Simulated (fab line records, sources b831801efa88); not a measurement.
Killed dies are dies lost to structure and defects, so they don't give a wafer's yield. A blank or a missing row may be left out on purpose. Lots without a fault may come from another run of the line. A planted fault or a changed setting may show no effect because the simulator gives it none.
fab line records | flow sfq_line | part 1 of 2: steps 1 to 28 of 39
record lots=5 wafers=15 last_day=84
route steps=325 shown M6@263 I6@266 M7@281 I7@296
lots that met no fault: from a run of the same line without faults
start_h: hours from the record's first day to the start of the lot's first wafer shown | wait_h: hours since the lot's step before | " the same as in the row above | L1.1+2: a row that stands for several wafers | - no value, or no start given | * or withheld: withheld | < > ~ a bound
route shown NAME@n: a module of which the file shows steps, and the number in the route of the first | usual: mean/standard deviation of fault-free wafers | same: alike in all rows | chamber/n: place in a boat | sites: the reading at each site | _std_site: their standard deviation | _edge_site: outer sites' mean less inner sites' | radius_mm: how far each site lies from the wafer's centre | mask NAME#n: copy n | behind: the tool/chamber that last shaped the wafer | hold: why the lot was held/for how many hours/how that ended | device: the transistor (n, p or np) that didn't switch | end of line: the same wafers' tests at the end of the route | a step without rows: its recipe alone | killed: dies lost to structure and defects at the first sort, not the wafer's yield | map: a wafer's dies, x killed, . not, _ none there
set.NAME: the setting as run; set.NAME@STEP: as run at that earlier step | model.NAME: the simulator's own value behind a step, which no gauge read
lots at some steps of the route; a table a step, a row a wafer
services: from which hour (start_h, from the record's first day; less than 0 if before it) a tool's chamber was out of use, for how many hours, and why
## steps
# step SFQ_TRILAYER_M6_ETCH_METAL_ETCH_162
# recipe target=Nb stop_on=SiO2 mask_material=PR chemistry=Cl2/Ar target_depth_nm=240 icp_w=600 bias_w=80 pressure_mtorr=10 time_s=120
# usual drypump_motor_current_A=5.5/0.46 oes_product_au=0.896/0.0082
# columns lot.wafer tool chamber start_h wait_h drypump_motor_current_A oes_product_au rf_hours_counter_h
L076.4 rie_metal-04 1 1714.48 0.1 5.0 0.906 -
L076.5 " 0 " " 5.4 0.910 -
L076.6 " 1 " " 4.9 0.891 -
L078.3 rie_metal-04 1 1718.08 0.1 5.0 0.891 -
L078.4 " 0 " " 5.4 0.907 -
L078.5 " 1 " " 5.0 0.888 -
L080.1 rie_metal-03 0 1828.90 0.0 5.0 0.883 22
L080.3 " 1 " " 6.2 0.877 -
L080.6 " 1 " " 6.3 0.886 -
L081.1 rie_metal-01 1 1840.90 0.0 5.7 0.888 69
L081.3 " 0 " " 6.0 0.892 -
L081.6 " 0 " " 6.0 0.889 -
L085.3 rie_metal-01 0 1862.54 0.1 6.0 0.902 -
L085.4 " 1 " " 5.7 0.900 -
L085.6 " 0 " " 6.0 0.888 -
# step SFQ_TRILAYER_M6_STRIP_STRIP_163
# recipe gas=O2 power_w=200 platen_temp_c=40 overash_fraction=0.65 chemistry=O2 pressure_mtorr=50
# usual drypump_motor_current_A=5.5/0.46 oes_product_au=0.999/0.0096
# columns lot.wafer tool chamber start_h wait_h drypump_motor_current_A oes_product_au rf_hours_counter_h
L076.4 rie_metal-04 1 1714.77 0.2 5.0 0.997 -
L076.5 " 0 " " 5.4 1.002 -
L076.6 " 1 " " 4.9 1.003 -
L078.3 rie_metal-04 1 1718.37 0.2 4.9 0.997 -
L078.4 " 0 " " 5.4 0.994 -
L078.5 " 1 " " 4.9 0.995 -
L080.1 rie_metal-03 0 1829.03 0.1 4.9 0.993 22
L080.3 " 1 " " 6.2 0.994 -
L080.6 " 1 " " 6.2 0.990 -
L081.1 rie_metal-01 1 1841.03 0.1 5.7 0.999 69
L081.3 " 0 " " 6.0 0.999 -
L081.6 " 0 " " 6.0 0.986 -
L085.3 rie_metal-01 0 1862.83 0.2 6.0 0.996 -
L085.4 " 1 " " 5.8 0.998 -
L085.6 " 0 " " 6.0 0.996 -
# step SFQ_TRILAYER_M6_STRIP_SOLV_CLEAN_164
# recipe chemistry=NMP temp_c=70 time_s=600
# columns lot.wafer tool chamber start_h wait_h
L076.4+5+6 wet_bench-02 3,4,6 1715.17 0.2
L078.3+4+5 wet_bench-02 1,5,0 1718.77 0.2
L080.1+3+6 wet_bench-01 2,1,5 1829.63 0.4
L081.1+3+6 wet_bench-01 0,1,3 1841.63 0.4
L085.3+4+6 wet_bench-02 7,1,2 1863.23 0.2
# step SFQ_TRILAYER_I6_DEP_PECVD_165
# recipe material=SiO2 temp_c=150 time_s=111.11 pressure_torr=2.4 rf_w=183.3 precursor=SiH4/N2O target_thk_nm=500
# usual heater_power_w=86/15 throttle_valve_pct=25.1/1.3
# columns lot.wafer tool chamber start_h wait_h heater_power_w throttle_valve_pct
L076.4 pecvd-01 2 1715.38 0.0 65 22.5
L076.5 " 1 " " 42 24.9
L076.6 " 0 " " 106 24.5
L078.3 pecvd-03 0 1718.94 0.0 95 23.8
L078.4 " 0 " " 94 23.9
L078.5 " 1 " " 83 23.7
L080.1 pecvd-04 1 1829.80 0.0 99 24.8
L080.3 " 0 " " 87 26.3
L080.6 " 2 " " 79 27.2
L081.1 pecvd-04 0 1841.80 0.0 95 26.4
L081.3 " 1 " " 99 24.9
L081.6 " 2 " " 90 27.1
L085.3 pecvd-04 0 1863.58 0.0 93 26.3
L085.4 " 0 " " 94 26.7
L085.6 " 1 " " 99 25.1
# step SFQ_TRILAYER_I6_CMP_CMP_166
# recipe material=SiO2 down_force_psi=3 platen_rpm=60 pad_velocity_m_s=0.94248
# usual motor_current_A=10.3/1.1 time_to_endpoint_s=214/8.6
# columns lot.wafer tool chamber start_h wait_h motor_current_A time_to_endpoint_s
L076.4 cmp-02 0 1715.92 0.5 9.7 211
L076.6 " 3 1717.42 2.0 11.1 200
L076.5 " 0 " " 9.5 226
L078.4 cmp-01 3 1720.00 1.0 11.6 222
L078.3 " 1 1721.00 2.0 9.7 210
L078.5 " 3 1722.00 3.0 11.2 220
L080.1 cmp-02 2 1831.50 1.7 8.3 213
L080.3 " 0 1832.50 2.7 9.7 234
L080.6 " 2 1833.50 3.6 8.6 223
L081.1 cmp-01 2 1841.88 0.0 10.9 203
L081.3 " 1 1843.38 1.5 9.6 205
L081.6 " 3 1844.38 2.5 10.9 222
L085.4 cmp-01 0 1866.56 2.9 11.0 220
L085.3 " 2 1867.56 3.9 10.7 209
L085.6 " 0 1868.56 4.9 11.4 218
# step SFQ_I6_BOW_MEAS_941
# recipe mode=bow
# usual I6_BOW=6/11
# columns lot.wafer tool chamber start_h wait_h I6_BOW[um]
L076.4 film_metro-04 - 1718.48 2.1 21
L076.5 " - " " 31
L076.6 " - " " 15
L078.3 film_metro-01 - 1722.54 1.0 -1
L078.4 " - " " 10
L078.5 " - " " 6
L080.1 film_metro-04 - 1834.50 2.5 3
L080.3 " - " " 18
L080.6 " - " " 12
L081.1 film_metro-02 - 1844.88 2.5 14
L081.3 " - " " -2
L081.6 " - " " -5
L085.3 film_metro-02 - 1869.60 1.5 -6
L085.4 " - " " -6
L085.6 " - " " -3
# step SFQ_TRILAYER_I6_METRO_MEASURE_167
# usual thk_nm=199.7/1.2
# columns lot.wafer tool chamber start_h wait_h thk_nm
L076.4 film_metro-04 - 1719.14 0.6 200.2
L076.5 " - " " 200.6
L076.6 " - " " 198.8
L078.3 film_metro-01 - 1723.02 0.5 198.5
L078.4 " - " " 201.6
L078.5 " - " " 201.3
L080.1 film_metro-04 - 1834.62 0.1 198.7
L080.3 " - " " 201.3
L080.6 " - " " 199.4
L081.1 film_metro-02 - 1845.00 0.1 198.0
L081.3 " - " " 199.2
L081.6 " - " " 200.5
L085.3 film_metro-02 - 1870.08 0.5 199.1
L085.4 " - " " 198.5
L085.6 " - " " 199.4
# step SFQ_TRILAYER_I6_VIA_LITHO_COAT_174
# recipe resist=BARC spin_rpm=3000 resist_thk_nm=61.66
# columns lot.wafer tool chamber start_h wait_h
L076.4+5+6 litho_track-04 0 1719.89 0.6
L078.3+4+5 litho_track-04 0 1723.92 0.7
L080.1+3+6 litho_track-03 0 1835.82 1.0
L081.1+3+6 litho_track-02 0 1846.20 1.0
L085.3+4+6 litho_track-02 0 1870.98 0.7
# step SFQ_TRILAYER_I6_VIA_LITHO_COAT_169
# recipe resist=KrF spin_rpm=3000 resist_thk_nm=650
# columns lot.wafer tool chamber start_h wait_h
L076.4+5+6 litho_track-04 0 1720.19 0.2
L078.3+4+5 litho_track-04 0 1724.22 0.2
L080.1+3+6 litho_track-03 0 1836.12 0.2
L081.1+3+6 litho_track-02 0 1846.50 0.2
L085.3+4+6 litho_track-02 0 1871.28 0.2
# step SFQ_TRILAYER_I6_VIA_LITHO_SOFTBAKE_173
# recipe temp_c=withheld time_s=withheld resist=KrF
# columns lot.wafer tool chamber start_h wait_h
L076.4+5+6 litho_track-04 0 1720.42 0.2
L078.3+4+5 litho_track-04 0 1724.47 0.2
L080.1+3+6 litho_track-03 0 1836.42 0.2
L081.1+3+6 litho_track-02 0 1846.80 0.2
L085.3+4+6 litho_track-02 0 1871.53 0.2
# step SFQ_TRILAYER_I6_VIA_LITHO_EXPOSE_170
# recipe mask_id=I6 na=0.6 source_shape=conventional sigma_outer=0.65 target_cd_nm=700 dose_mj=21.3
# usual stage_vel_mm_s=499.98/0.23
# columns lot.wafer tool chamber start_h wait_h mask stage_vel_mm_s
L076.4 krf_scanner-01 0 1818.39 - I6#0 499.91
L076.5 " 0 " " I6#0 500.12
L076.6 " 0 " " I6#0 499.70
L078.3 krf_scanner-01 0 1824.29 - I6#0 499.53
L078.4 " 0 " " I6#0 499.79
L078.5 " 0 " " I6#0 499.75
L080.1 krf_scanner-01 0 1836.57 - I6#0 500.00
L080.3 " 0 " " I6#0 499.93
L080.6 " 0 " " I6#0 499.88
L081.1 krf_scanner-01 0 1846.95 - I6#0 500.42
L081.3 " 0 " " I6#0 500.31
L081.6 " 0 " " I6#0 500.25
L085.3 krf_scanner-01 0 1954.75 - I6#0 499.88
L085.4 " 0 " " I6#0 499.87
L085.6 " 0 " " I6#0 500.03
# step SFQ_TRILAYER_I6_VIA_LITHO_PEB_172
# recipe peb_temp_c=115 peb_time_s=60 resist=KrF
# columns lot.wafer tool chamber start_h wait_h
L076.4+5+6 litho_track-03 0 1819.07 0.5
L078.3+4+5 litho_track-04 0 1825.14 0.7
L080.1+3+6 litho_track-04 0 1837.77 1.0
L081.1+3+6 litho_track-03 0 1848.15 1.0
L085.3+4+6 litho_track-03 0 1955.60 0.7
# step SFQ_TRILAYER_I6_VIA_LITHO_DEVELOP_171
# recipe time_s=60 resist=KrF
# columns lot.wafer tool chamber start_h wait_h
L076.4+5+6 litho_track-03 0 1819.22 0.1
L078.3+4+5 litho_track-04 0 1825.29 0.1
L080.1+3+6 litho_track-04 0 1837.92 0.1
L081.1+3+6 litho_track-03 0 1848.30 0.1
L085.3+4+6 litho_track-03 0 1955.75 0.1
# step SFQ_I6_OVL_MEAS_942
# usual I6_OVL=-3/6
# columns lot.wafer tool chamber start_h wait_h I6_OVL[nm]
L076.4 overlay-02 - 1819.31 0.1 -1
L076.5 " - " " -3
L076.6 " - " " -11
L078.3 overlay-01 - 1825.40 0.1 1
L078.4 " - " " 3
L078.5 " - " " -3
L080.1 overlay-01 - 1838.07 0.1 -4
L080.3 " - " " -18
L080.6 " - " " -7
L081.1 overlay-02 - 1848.45 0.1 -10
L081.3 " - " " -7
L081.6 " - " " -4
L085.3 overlay-02 - 1955.86 0.1 1
L085.4 " - " " 8
L085.6 " - " " 10
# step SFQ_TRILAYER_I6_VIA_BARC_OPEN_VIA_ETCH_235
# recipe mask_material=PR chemistry=O2 target_depth_nm=125 target=BARC source_w=500 bias_w=80 pressure_mtorr=30 time_s=41.7
# usual drypump_motor_current_A=5.8/0.42 oes_product_au=0.683/0.0042
# columns lot.wafer tool chamber start_h wait_h drypump_motor_current_A oes_product_au rf_hours_counter_h
L076.4 rie_diel-03 3 1819.33 0.0 5.8 0.682 4
L076.5 " 2 " " 5.4 0.674 -
L076.6 " 3 " " 5.8 0.680 -
L078.3 rie_diel-02 0 1825.43 0.0 5.1 0.684 9
L078.4 " 1 " " 5.7 0.678 -
L078.5 " 3 " " 6.0 0.683 -
L080.1 rie_diel-03 0 1838.11 0.0 6.4 0.683 18
L080.3 " 1 " " 6.0 0.678 16
L080.6 " 3 " " 5.8 0.679 -
L081.1 rie_diel-04 1 1848.48 0.0 5.9 0.675 13
L081.3 " 0 " " 6.0 0.673 2
L081.6 " 1 " " 6.0 0.679 -
L085.3 rie_diel-02 2 1955.89 0.0 6.5 0.684 2
L085.4 " 0 " " 5.1 0.678 10
L085.6 " 1 " " 5.7 0.682 -
# step SFQ_TRILAYER_I6_VIA_ETCH_VIA_ETCH_172
# recipe target=SiO2 stop_on=Nb mask_material=PR taper_deg=20 chemistry=CHF3 target_depth_nm=260 source_w=500 bias_w=80 pressure_mtorr=30 time_s=withheld
# usual drypump_motor_current_A=5.8/0.42 oes_product_au=0.854/0.0055
# columns lot.wafer tool chamber start_h wait_h drypump_motor_current_A oes_product_au
L076.4 rie_diel-03 3 1819.37 0.0 5.8 0.860
L076.5 " 2 " " 5.4 0.861
L076.6 " 3 " " 5.8 0.853
L078.3 rie_diel-02 0 1825.47 0.0 5.0 0.847
L078.4 " 1 " " 5.7 0.853
L078.5 " 3 " " 6.0 0.856
L080.1 rie_diel-03 0 1838.15 0.0 6.4 0.848
L080.3 " 1 " " 6.0 0.858
L080.6 " 3 " " 5.8 0.846
L081.1 rie_diel-04 1 1848.52 0.0 6.0 0.857
L081.3 " 0 " " 6.0 0.848
L081.6 " 1 " " 6.0 0.867
L085.3 rie_diel-02 2 1955.93 0.0 6.5 0.860
L085.4 " 0 " " 5.0 0.853
L085.6 " 1 " " 5.7 0.850
# step SFQ_TRILAYER_I6_VIA_STRIP_STRIP_173
# recipe gas=O2 power_w=200 platen_temp_c=40 overash_fraction=0.65 chemistry=O2 pressure_mtorr=50
# usual drypump_motor_current_A=5.5/0.42 oes_product_au=1.001/0.0075
# columns lot.wafer tool chamber start_h wait_h drypump_motor_current_A oes_product_au rf_hours_counter_h
L076.4 rie_metal-01 0 1819.68 - 6.0 0.995 -
L076.5 " 1 " " 5.8 0.996 -
L076.6 " 0 " " 6.0 0.997 -
L078.3 rie_metal-02 0 1825.78 - 5.7 1.002 -
L078.4 " 1 " " 4.8 1.001 -
L078.5 " 1 " " 4.8 0.993 -
L080.1 rie_metal-02 0 1838.26 - 5.7 1.009 76
L080.3 " 0 " " 5.7 1.007 -
L080.6 " 0 " " 5.7 1.013 -
L081.1 rie_metal-02 0 1848.64 - 5.7 1.000 78
L081.3 " 1 " " 4.8 1.000 -
L081.6 " 1 " " 4.8 0.997 -
L085.3 rie_metal-04 0 1956.24 - 5.4 1.019 -
L085.4 " 1 " " 5.0 1.010 -
L085.6 " 1 " " 5.0 1.000 -
# step SFQ_TRILAYER_I6_VIA_STRIP_SOLV_CLEAN_174
# recipe chemistry=NMP temp_c=70 time_s=600
# columns lot.wafer tool chamber start_h wait_h
L076.4+5+6 wet_bench-02 7,4,2 1820.08 0.2
L078.3+4+5 wet_bench-04 3,1,6 1826.18 0.2
L080.1+3+6 wet_bench-04 7,0,5 1838.86 0.4
L081.1+3+6 wet_bench-01 1,0,7 1849.24 0.4
L085.3+4+6 wet_bench-02 2,0,6 1956.64 0.2
# step SFQ_TRILAYER_M7_DEP_PRE_CLEAN_176
# recipe gas=Ar time_s=22.5 bias_v=250
# columns lot.wafer tool chamber start_h wait_h
L076.4+5+6 pvd_sputter-04 - 1820.25 0.0
L078.3+4+5 pvd_sputter-05 - 1826.35 0.0
L080.1+3+6 pvd_sputter-06 - 1839.03 0.0
L081.1+3+6 pvd_sputter-05 - 1849.41 0.0
L085.3+4+6 pvd_sputter-05 - 1956.82 0.0
# step SFQ_TRILAYER_M7_DEP_SPUTTER_175
# recipe material=Nb base_pressure_pa=1.33e-06 chamber_pressure_pa=0.1333 substrate_temp_c=20 target_thk_nm=200 power_w=2000 time_s=133.3
# usual cathode_dc_power_W=2000.0/0.38 throttle_valve_pct=30.3/1.1
# columns lot.wafer tool chamber start_h wait_h cathode_dc_power_W throttle_valve_pct
L076.4 pvd_sputter-04 - 1820.28 0.0 2000.3 29.5
L076.5 " - " " 2000.6 31.5
L076.6 " - " " 1999.6 29.5
L078.3 pvd_sputter-05 - 1826.38 0.0 1999.7 30.1
L078.4 " - " " 2000.5 29.4
L078.5 " - " " 2000.4 31.2
L080.1 pvd_sputter-06 - 1839.06 0.0 1999.9 30.9
L080.3 " - " " 1999.4 28.4
L080.6 " - " " 2000.5 28.6
L081.1 pvd_sputter-05 - 1849.44 0.0 2000.3 32.2
L081.3 " - " " 2000.2 31.3
L081.6 " - " " 2000.1 32.0
L085.3 pvd_sputter-05 - 1956.84 0.0 1999.9 31.8
L085.4 " - " " 1999.6 31.2
L085.6 " - " " 1999.6 31.2
# step SFQ_M7_RS_MEAS_943
# recipe thk_meas_gauge=four-point-probe reads=Nb_of_TRILAYER_M7_DEP_SPUTTER_175
# usual M7_NB_RS=0.891/0.0087
# columns lot.wafer tool chamber start_h wait_h M7_NB_RS[ohm/sq]
L076.4 film_metro-04 - 1820.43 0.1 0.888
L076.5 " - " " 0.904
L076.6 " - " " 0.899
L078.3 film_metro-01 - 1826.51 0.1 0.893
L078.4 " - " " 0.885
L078.5 " - " " 0.894
L080.1 film_metro-03 - 1839.15 0.0 0.879
L080.3 " - " " 0.884
L080.6 " - " " 0.883
L081.1 film_metro-04 - 1849.53 0.0 0.899
L081.3 " - " " 0.897
L081.6 " - " " 0.905
L085.3 film_metro-04 - 1956.97 0.1 0.914
L085.4 " - " " 0.906
L085.6 " - " " 0.897
# step SFQ_TRILAYER_M7_LITHO_COAT_182
# recipe resist=BARC spin_rpm=3000 resist_thk_nm=62
# columns lot.wafer tool chamber start_h wait_h
L076.4+5+6 litho_track-01 0 1820.70 0.2
L078.3+4+5 litho_track-03 0 1826.75 0.1
L080.1+3+6 litho_track-04 0 1839.33 0.1
L081.1+3+6 litho_track-04 0 1849.71 0.1
L085.3+4+6 litho_track-03 0 1957.21 0.1
# step SFQ_TRILAYER_M7_LITHO_COAT_177
# recipe resist=KrF spin_rpm=3000 resist_thk_nm=600
# columns lot.wafer tool chamber start_h wait_h
L076.4+5+6 litho_track-01 0 1821.00 0.2
L078.3+4+5 litho_track-03 0 1827.05 0.2
L080.1+3+6 litho_track-04 0 1839.63 0.2
L081.1+3+6 litho_track-04 0 1850.01 0.2
L085.3+4+6 litho_track-03 0 1957.51 0.2
# step SFQ_TRILAYER_M7_LITHO_SOFTBAKE_181
# recipe temp_c=withheld time_s=withheld resist=KrF
# columns lot.wafer tool chamber start_h wait_h
L076.4+5+6 litho_track-01 0 1821.23 0.2
L078.3+4+5 litho_track-03 0 1827.30 0.2
L080.1+3+6 litho_track-04 0 1839.93 0.2
L081.1+3+6 litho_track-04 0 1850.31 0.2
L085.3+4+6 litho_track-03 0 1957.76 0.2
# step SFQ_TRILAYER_M7_LITHO_EXPOSE_178
# recipe mask_id=M7 na=0.6 source_shape=conventional sigma_outer=0.65 target_cd_nm=500 dose_mj=14.4
# usual stage_vel_mm_s=500.1/0.3
# columns lot.wafer tool chamber start_h wait_h mask stage_vel_mm_s
L076.4 krf_scanner-02 0 1821.90 - M7#0 500.1
L076.5 " 0 " " M7#0 500.1
L076.6 " 0 " " M7#0 500.0
L078.3 krf_scanner-01 0 1830.09 - M7#0 499.9
L078.4 " 0 " " M7#0 499.9
L078.5 " 0 " " M7#0 499.8
L080.1 krf_scanner-01 0 1841.37 - M7#0 500.0
L080.3 " 0 " " M7#0 499.7
L080.6 " 0 " " M7#0 500.0
L081.1 krf_scanner-01 0 1851.15 - M7#0 500.4
L081.3 " 0 " " M7#0 499.9
L081.6 " 0 " " M7#0 499.8
L085.3 krf_scanner-02 0 1960.81 - M7#0 499.9
L085.4 " 0 " " M7#0 499.7
L085.6 " 0 " " M7#0 499.6
# step SFQ_TRILAYER_M7_LITHO_PEB_180
# recipe peb_temp_c=115 peb_time_s=60 resist=KrF
# columns lot.wafer tool chamber start_h wait_h
L076.4+5+6 litho_track-03 0 1822.58 0.5
L078.3+4+5 litho_track-01 0 1830.94 0.7
L080.1+3+6 litho_track-03 0 1842.57 1.0
L081.1+3+6 litho_track-01 0 1852.35 1.0
L085.3+4+6 litho_track-03 0 1961.66 0.7
# step SFQ_TRILAYER_M7_LITHO_DEVELOP_179
# recipe time_s=60 resist=KrF
# columns lot.wafer tool chamber start_h wait_h
L076.4+5+6 litho_track-03 0 1822.73 0.1
L078.3+4+5 litho_track-01 0 1831.09 0.1
L080.1+3+6 litho_track-03 0 1842.72 0.1
L081.1+3+6 litho_track-01 0 1852.50 0.1
L085.3+4+6 litho_track-03 0 1961.81 0.1
# step SFQ_M7_OVL_MEAS_945
# usual M7_OVL=1/4.6
# columns lot.wafer tool chamber start_h wait_h M7_OVL[nm]
L076.4 overlay-01 - 1822.82 0.1 9
L076.5 " - " " 1
L076.6 " - " " 0
L078.3 overlay-02 - 1831.20 0.1 0
L078.4 " - " " 4
L078.5 " - " " 2
L080.1 overlay-01 - 1842.87 0.1 -3
L080.3 " - " " -9
L080.6 " - " " -5
L081.1 overlay-01 - 1852.65 0.1 -4
L081.3 " - " " 1
L081.6 " - " " 0
L085.3 overlay-01 - 1961.92 0.1 7
L085.4 " - " " -5
L085.6 " - " " -5
